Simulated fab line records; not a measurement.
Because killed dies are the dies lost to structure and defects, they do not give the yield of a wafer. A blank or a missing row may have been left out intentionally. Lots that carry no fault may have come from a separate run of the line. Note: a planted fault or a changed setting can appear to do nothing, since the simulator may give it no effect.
A lot that was struck, set against a sound lot | flow sky130 | 15 steps out of a route of 708
Sound: the wafers L355.1, L355.3, L355.6. The struck wafers were L367.3, L367.4, L367.6. The cause is given at the end.
At each step with rows: each side's tool, then ch and its chambers, then its first start. Under that, the readings that differ: sound wafers | struck wafers | difference of the means | sigmas: that difference in standard deviations of wafers without a fault.
alike: a reading whose means differ by less than 2 such deviations, as well as words and numbers matching on both sides. not compared: withheld readings; readings where some wafer has no value; bounds like >300 that might hide an equal value; numbers whose values overlap and for which the record gives no deviation.
The two part at a step that has a row with sigmas, a row that says differs or no value, or rows on one side only. Non-overlapping numbers with no deviation appear without sigmas and do not part them. A reading that every wafer of one side lacks parts them only if that side has two wafers or more.

SKY_VIA2_OVL_MEAS_13:
  sound: overlay-01 at day 37 09:26; struck: overlay-01 at day 40 21:43
  alike: VIA2_OVL
then, 1 step without rows for these wafers: SKY_VIA2_ETCH_14 (etches BARC in N2/H2, stops on SiO2, time 45.9 s, target depth 60 nm).
SKY_VIA2_ETCH_15: etches SiO2 in C4F8/O2/Ar, stops on TiN, target depth 546 nm, time 84 s.
  sound on rie diel-01 ch 0,1, day 37 09:31; struck on rie diel-04 ch 1,2, day 40 21:47
  alike: oes product au
SKY_VIA2_STRIP_16: strips in O2/N2.
  sound on plasma asher-04 ch 0,1, day 37 09:35; struck on plasma asher-01 ch 0,1, day 40 21:53
  alike: drypump motor current A, n2 flow sccm, oes product au, strip time to endpoint s
  not compared: rf hours counter h
then, 3 steps without rows for these wafers: SKY_VIA2_STRIP_17 (strips in post etch residue remover, time 1200 s); SKY_VIA2_CLEAN_18 (cleans in IPA, time 180 s); SKY_VIA2_CLEAN_19 (cleans in O3/DIW).
SKY_VIA2_SPUTTER_20: material TiN, target thk 20 nm, time 80 s.
  sound: pvd sputter-04 at day 37 10:10; struck: pvd sputter-04 at day 40 22:29
  alike: cathode dc power W, chamber pressure pa, throttle valve pct
then, 1 step without rows for these wafers: SKY_VIA2_CVD_21 (deposits W, target thk 420 nm, time 126.4 s).
SKY_VIA2_RS_MEAS_22: uses a four-point probe to measure.
  sound: film metro-03 at day 37 10:22; struck: film metro-02 at day 40 22:43
  alike: VIA2_W_RS
SKY_VIA2_THK_MEAS_23: measures by xrf.
  sound: film metro-03 at day 37 10:29; struck: film metro-02 at day 40 22:49
  alike: VIA2_W_THK
SKY_VIA2_CMP_24: polishes, stops on SiO2, t overpolish 20 s, target thk 0 nm.
  sound on cmp-02 ch 1,2,3, day 37 10:38; struck on cmp-01 ch 1,3, day 40 22:51
  alike: motor current A, overpolish run s, time to endpoint s
SKY_METAL3_SPUTTER_00: material Ti, target thk 15 nm, time 10 s.
  sound: pvd sputter-02 at day 37 10:50; struck: pvd sputter-01 at day 40 23:09
  no value came back on the struck wafers for cathode dc power W (W), chamber pressure pa (Pa), throttle valve pct (%); on the sound wafers cathode dc power W (W) reads 3000.5 2999.4 2999.4
SKY_METAL3_SPUTTER_01: material TiN, target thk 20 nm, time 16.7 s.
  sound: pvd sputter-02 at day 37 10:52; struck: pvd sputter-01 at day 40 23:10
  alike: cathode dc power W, chamber pressure pa, throttle valve pct
-- the record jumps here: 8 days lie between the struck wafers' starts before and after (it left off in module METAL3 and takes up again in module PAD_OPEN, whose first step shown is number 708 of the route) --
SKY_PAD_OPEN_PROBE_99:
  sound: prober-02 at day 46 16:17; struck: prober-02 at day 49 07:33
  reading                       | sound      | struck           | difference | sigmas
  model.etest.via2 chain.rc ohm | 9.906 9.65 | 10.98 11.4 11.35 | +1.47      |
  alike: defect limited yield, killed_at_M0_to_M3, killed_at_M4_up, killed at contacts, killed at front end, killed at other, killed dies, killed open, killed short, sort_bin_3_pad_short, sort_bin_5_function, sort_bin_6_memory, sort n pass, sort yield pct

WHERE THEY PART
Only at SKY_METAL3_SPUTTER_00, within this record. Later steps at which nothing parts them and some readings are alike: SKY_METAL3_SPUTTER_01, SKY_PAD_OPEN_PROBE_99.

WHY: what the simulator had put in
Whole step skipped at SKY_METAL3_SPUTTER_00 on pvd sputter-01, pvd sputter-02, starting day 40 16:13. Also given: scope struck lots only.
